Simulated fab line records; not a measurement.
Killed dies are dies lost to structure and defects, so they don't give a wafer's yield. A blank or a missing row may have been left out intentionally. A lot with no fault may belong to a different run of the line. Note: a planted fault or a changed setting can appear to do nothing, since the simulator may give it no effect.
Which tool is to blame? | flow sky130 | route of 708 steps, sampled at 1 step: 6 lots, 18 wafers

## WHAT EACH GAUGE READ, for each wafer
SKY_FIELD_ISO_THK_MEAS_04.
lot  | measured    | on            | FIELD_ISO_CVD_03_THK (nm)
L462 | day 1 19:43 | film-metro-01 | 165.6 164.0 166.7
L464 | day 2 09:33 | film-metro-01 | 164.2 164.0 165.2
L467 | day 2 21:31 | film-metro-04 | 163.1 162.1 162.6
L470 | day 3 11:14 | film-metro-04 | 162.0 162.6 160.4
L477 | day 4 22:32 | film-metro-04 | 166.0 164.9 164.5
L481 | day 5 21:40 | film-metro-02 | 166.8 166.1 166.5

## WHAT TOOL EACH LOT RAN ON (gives the tool, then ch and the chambers of the sampled wafers, and finally the start)
Record: no process step prior to these readings.

## THE ANSWER, worked out from the rows above alone
Rule: what is usual is taken from the lots themselves. Put in order of their means at a reading, lots are off if they are a third of the lots or fewer, leave a main group of 4 or more, and stand apart from it by a gap of 3 or more times the standard deviation of the main group's means; of several such gaps the widest counts. A main group whose means are all the same, to the digits that the tables above print for the reading, isn't used. Also off: a lot with no number at a reading for which 4 or more lots have one. Where the step has rows for the other lots, those lots are counted as sound.
No lot is off on any of the readings shown, so nothing can be concluded from this.

## WHAT THE SIMULATOR HAD PUT IN
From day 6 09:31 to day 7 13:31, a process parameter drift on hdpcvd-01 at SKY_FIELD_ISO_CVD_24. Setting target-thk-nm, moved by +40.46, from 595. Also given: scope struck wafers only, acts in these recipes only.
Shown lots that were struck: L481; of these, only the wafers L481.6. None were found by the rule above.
